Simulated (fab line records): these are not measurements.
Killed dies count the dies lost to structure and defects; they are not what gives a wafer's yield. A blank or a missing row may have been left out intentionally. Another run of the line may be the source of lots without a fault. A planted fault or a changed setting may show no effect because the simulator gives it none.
Matching of chambers | flow gf180mcu | cmp-02 running GF_V2_CMP_04: 4 sister chambers
The step polishes SiO2. 4 wafers are shown with their chamber, then 7 later ones without.

== WAFERS, EACH WITH ITS CHAMBER ==
wafer  | chamber | motor current A (A)
L792.4 | 3       | 14.4
L793.5 | 0       | 15.1
L794.1 | 2       | 11.4
L794.2 | 1       | 12.6

== WAFERS MISSING THEIR CHAMBER ==
wafer  | motor current A (A)
L794.4 | 14.2
L796.1 | 13.0
L796.3 | 13.9
L796.5 | 12.2
L798.3 | 13.6
L798.4 | 12.8
L798.5 | 14.1

== EACH ONE'S CHAMBER ==
wafer  | from the rows above          | in truth
L794.4 | can't be placed: 3 or 0      | 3
L796.1 | 1                            | 1
L796.3 | can't be placed: 3 or 0 or 1 | 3
L796.5 | can't be placed: 1 or 2      | 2
L798.3 | can't be placed: 3 or 1 or 0 | 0
L798.4 | 1                            | 1
L798.5 | can't be placed: 3 or 0      | 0
Correct placement for 2 of the 7. These rows do not allow placing 5 (true chamber among the candidates in 5). 0 placed wrongly.
How it was worked out, from the rows above alone: a wafer's distance from a chamber is the root of the sum, over the readings, of the square of ((its reading less the chamber's mean) divided by the reading's scatter). If the next closest chamber is less than 2 further off than the closest, the wafer can't be placed; otherwise it belongs to the closest. The mean given for a chamber averages the wafers shown for that chamber. The scatter (one wafer shown for each chamber): square how far every hidden wafer sits from the nearest shown wafer, average those squares and take the square root.
